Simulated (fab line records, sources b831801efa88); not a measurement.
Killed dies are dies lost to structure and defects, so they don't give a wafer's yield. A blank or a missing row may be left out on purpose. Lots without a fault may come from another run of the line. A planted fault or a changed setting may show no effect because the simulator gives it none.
Which tool did it? | flow sky130 | 13 lots, 39 wafers sampled, at 5 steps of a route of 708

WHAT THE GAUGES READ, wafer by wafer
The record holds no reading of a measuring or inspecting step that can be judged against a usual standard deviation.

WHICH TOOL RAN EACH LOT (tool, then ch and the chambers of the sampled wafers, then the start)
lot  | SKY_LDD_HVP_STRIP_09                 | SKY_VIA3_CMP_24               | SKY_METAL4_SPUTTER_04        | SKY_METAL5_SPUTTER_00        | SKY_PAD_OPEN_PROBE_99
L547 | plasma_asher-02 ch 0,1, day 21 17:38 | cmp-01 ch 0,3, day 39 16:29   | pvd_sputter-01, day 39 16:53 | pvd_sputter-01, day 42 18:58 | -
L549 | plasma_asher-04 ch 0,1, day 22 05:46 | cmp-01 ch 0,2,3, day 40 02:25 | pvd_sputter-04, day 40 02:49 | pvd_sputter-01, day 43 04:07 | -
L548 | plasma_asher-04 ch 0,1, day 22 06:29 | cmp-01 ch 2,3, day 40 05:35   | pvd_sputter-01, day 40 05:59 | pvd_sputter-03, day 43 08:18 | -
L554 | plasma_asher-02 ch 0,1, day 25 00:50 | cmp-02 ch 0,1,2, day 42 09:46 | pvd_sputter-04, day 42 10:04 | pvd_sputter-01, day 45 08:53 | prober-01, day 48 01:20
L555 | plasma_asher-02 ch 0,1, day 25 01:31 | cmp-01 ch 0,1,2, day 42 11:30 | pvd_sputter-04, day 42 11:48 | pvd_sputter-01, day 45 10:04 | prober-02, day 48 01:58
L560 | plasma_asher-02 ch 0,1, day 27 05:01 | cmp-01 ch 1,2,3, day 44 03:23 | pvd_sputter-04, day 44 03:48 | pvd_sputter-01, day 46 22:05 | -
L562 | plasma_asher-02 ch 0,1, day 27 14:23 | cmp-02 ch 0,1, day 44 08:12   | pvd_sputter-01, day 44 08:36 | pvd_sputter-02, day 47 02:45 | -
L564 | plasma_asher-01 ch 0,1, day 28 05:28 | cmp-01 ch 1,2,3, day 44 20:46 | pvd_sputter-04, day 44 21:10 | pvd_sputter-03, day 47 13:48 | -
L563 | plasma_asher-02 ch 0,1, day 28 07:16 | cmp-01 ch 1,2,3, day 44 22:25 | pvd_sputter-04, day 44 22:43 | pvd_sputter-01, day 47 16:16 | -
L565 | plasma_asher-02 ch 0,1, day 28 19:12 | cmp-01 ch 0,1,3, day 45 09:28 | pvd_sputter-03, day 45 09:50 | pvd_sputter-03, day 48 01:50 | -
L568 | plasma_asher-02 ch 0,1, day 29 04:51 | cmp-01 ch 0,1,3, day 45 16:52 | pvd_sputter-03, day 45 17:10 | pvd_sputter-03, day 48 08:41 | -
L569 | plasma_asher-01 ch 0,1, day 29 14:13 | cmp-01 ch 0,2,3, day 45 22:25 | pvd_sputter-03, day 45 22:46 | pvd_sputter-03, day 48 12:41 | -
L570 | plasma_asher-01 ch 0,1, day 29 15:17 | cmp-01 ch 0,1,3, day 46 00:19 | pvd_sputter-01, day 46 00:37 | pvd_sputter-01, day 48 13:57 | -
- SKY_LDD_HVP_STRIP_09: strips in O2/N2.
- SKY_VIA3_CMP_24: polishes, stops on SiO2, t overpolish 20 s, target thk 0 nm.
- SKY_METAL4_SPUTTER_04: material TiN, target thk 70 nm, time 58.3 s.
- SKY_METAL5_SPUTTER_00: material Ti, target thk 15 nm, time 10 s.
- SKY_PAD_OPEN_PROBE_99

WHAT THE TOOLS THEMSELVES READ (means of the sampled wafers that have a number; where no wafer has one, the mark that the record gives instead)
SKY_LDD_HVP_STRIP_09. Usual: drypump_motor_current_A 5.7 A, standard deviation 0.56; oes_product_au 0.409 a.u., standard deviation 0.0043; strip_time_to_endpoint_s 4.137 s, standard deviation 0.017.
lot  | tool            | drypump_motor_current_A (A) | oes_product_au (a.u.) | strip_time_to_endpoint_s (s) | flag
L547 | plasma_asher-02 | 6.0                         | 0.409                 | 4.146                        |
L549 | plasma_asher-04 | 5.3                         | 0.409                 | 4.130                        |
L548 | plasma_asher-04 | 5.3                         | 0.407                 | 4.134                        |
L554 | plasma_asher-02 | 6.0                         | 0.406                 | 4.106                        |
L555 | plasma_asher-02 | 5.7                         | 0.409                 | 4.146                        |
L560 | plasma_asher-02 | 6.0                         | 0.412                 | 4.145                        |
L562 | plasma_asher-02 | 6.1                         | 0.408                 | 4.148                        |
L564 | plasma_asher-01 | 5.5                         | 0.408                 | 4.112                        |
L563 | plasma_asher-02 | 6.0                         | 0.410                 | 4.166                        |
L565 | plasma_asher-02 | 6.0                         | 0.410                 | 4.142                        |
L568 | plasma_asher-02 | 6.0                         | 0.411                 | 4.131                        |
L569 | plasma_asher-01 | 5.5                         | 0.411                 | 4.149                        |
L570 | plasma_asher-01 | 5.9                         | 0.410                 | 4.137                        |

SKY_VIA3_CMP_24. Usual: motor_current_A 11.0 A, standard deviation 0.92; overpolish_run_s 19.999 s, standard deviation 0.0097; time_to_endpoint_s 95 s, standard deviation 3.6.
lot  | tool   | motor_current_A (A) | overpolish_run_s (s) | time_to_endpoint_s (s) | flag
L547 | cmp-01 | 10.3                | 19.999               | 100                    |
L549 | cmp-01 | 10.7                | 19.998               | 97                     |
L548 | cmp-01 | 11.6                | 20.003               | 102                    |
L554 | cmp-02 | 11.5                | 19.992               | 92                     |
L555 | cmp-01 | 11.0                | 19.998               | 96                     |
L560 | cmp-01 | 10.8                | 20.000               | 93                     |
L562 | cmp-02 | 10.9                | 20.011               | 92                     |
L564 | cmp-01 | 11.2                | 20.001               | 94                     |
L563 | cmp-01 | 10.8                | 19.992               | 94                     |
L565 | cmp-01 | 10.3                | 19.998               | 90                     |
L568 | cmp-01 | 10.1                | 20.000               | 91                     |
L569 | cmp-01 | 10.8                | 20.006               | 90                     |
L570 | cmp-01 | 10.7                | 20.007               | 95                     |

SKY_METAL4_SPUTTER_04. Usual: throttle_valve_pct 29.9 %, standard deviation 0.94.
lot  | tool           | throttle_valve_pct (%) | flag
L547 | pvd_sputter-01 | 29.9                   |
L549 | pvd_sputter-04 | 29.1                   |
L548 | pvd_sputter-01 | 29.8                   |
L554 | pvd_sputter-04 | 29.8                   |
L555 | pvd_sputter-04 | 28.9                   |
L560 | pvd_sputter-04 | 29.9                   |
L562 | pvd_sputter-01 | 29.6                   |
L564 | pvd_sputter-04 | 29.9                   |
L563 | pvd_sputter-04 | 29.8                   |
L565 | pvd_sputter-03 | 29.8                   |
L568 | pvd_sputter-03 | 29.8                   |
L569 | pvd_sputter-03 | 29.7                   |
L570 | pvd_sputter-01 | 29.8                   |

SKY_METAL5_SPUTTER_00. Usual: throttle_valve_pct 29.7 %, standard deviation 0.56.
lot  | tool           | throttle_valve_pct (%) | flag
L547 | pvd_sputter-01 | 29.6                   |
L549 | pvd_sputter-01 | 29.7                   |
L548 | pvd_sputter-03 | 29.8                   |
L554 | pvd_sputter-01 | 29.6                   |
L555 | pvd_sputter-01 | 29.7                   |
L560 | pvd_sputter-01 | 29.8                   |
L562 | pvd_sputter-02 | 29.2                   |
L564 | pvd_sputter-03 | 30.0                   |
L563 | pvd_sputter-01 | 29.7                   |
L565 | pvd_sputter-03 | 29.6                   |
L568 | pvd_sputter-03 | 30.0                   |
L569 | pvd_sputter-03 | 29.8                   |
L570 | pvd_sputter-01 | 29.7                   |

SKY_PAD_OPEN_PROBE_99. Usual: killed_at_M0_to_M3 44, standard deviation 6.9; killed_at_M4_up 3.3, standard deviation 1.7; killed_at_contacts 24, standard deviation 4.7; killed_at_front_end 15, standard deviation 4.5; killed_at_other 0.2, standard deviation 0.49; killed_dies 86, standard deviation 8.4; killed_open 47, standard deviation 6.5; killed_short 39, standard deviation 6.
lot  | tool      | killed_at_M0_to_M3 | killed_at_M4_up | killed_at_contacts | killed_at_front_end | killed_at_other | killed_dies | killed_open | killed_short | flag
L554 | prober-01 | 38                 | 2.3             | 22                 | 24                  | 0.7             | 87          | 43          | 39           |
L555 | prober-02 | 41                 | 3.7             | 20                 | 26                  | 0.0             | 92          | 43          | 38           |

THE ANSWER, worked out from the rows above alone
Rule: a lot is off if the mean of its wafers that have a number lies more than 3 standard deviations from the usual mean. A lot without any number at a reading at which 4 lots or more have one is off too. The other lots that the step has rows for count as sound. The gauges are gone through in route order, then the tools' own readings, and for those a lot's mean is taken as printed above. The first step at which some lot is off is used, and at that step the reading that is off furthest; a lot without a number counts as furthest.
No lot is off at any reading shown: from this, nothing can be told.

WHAT THE SIMULATOR HAD PUT IN
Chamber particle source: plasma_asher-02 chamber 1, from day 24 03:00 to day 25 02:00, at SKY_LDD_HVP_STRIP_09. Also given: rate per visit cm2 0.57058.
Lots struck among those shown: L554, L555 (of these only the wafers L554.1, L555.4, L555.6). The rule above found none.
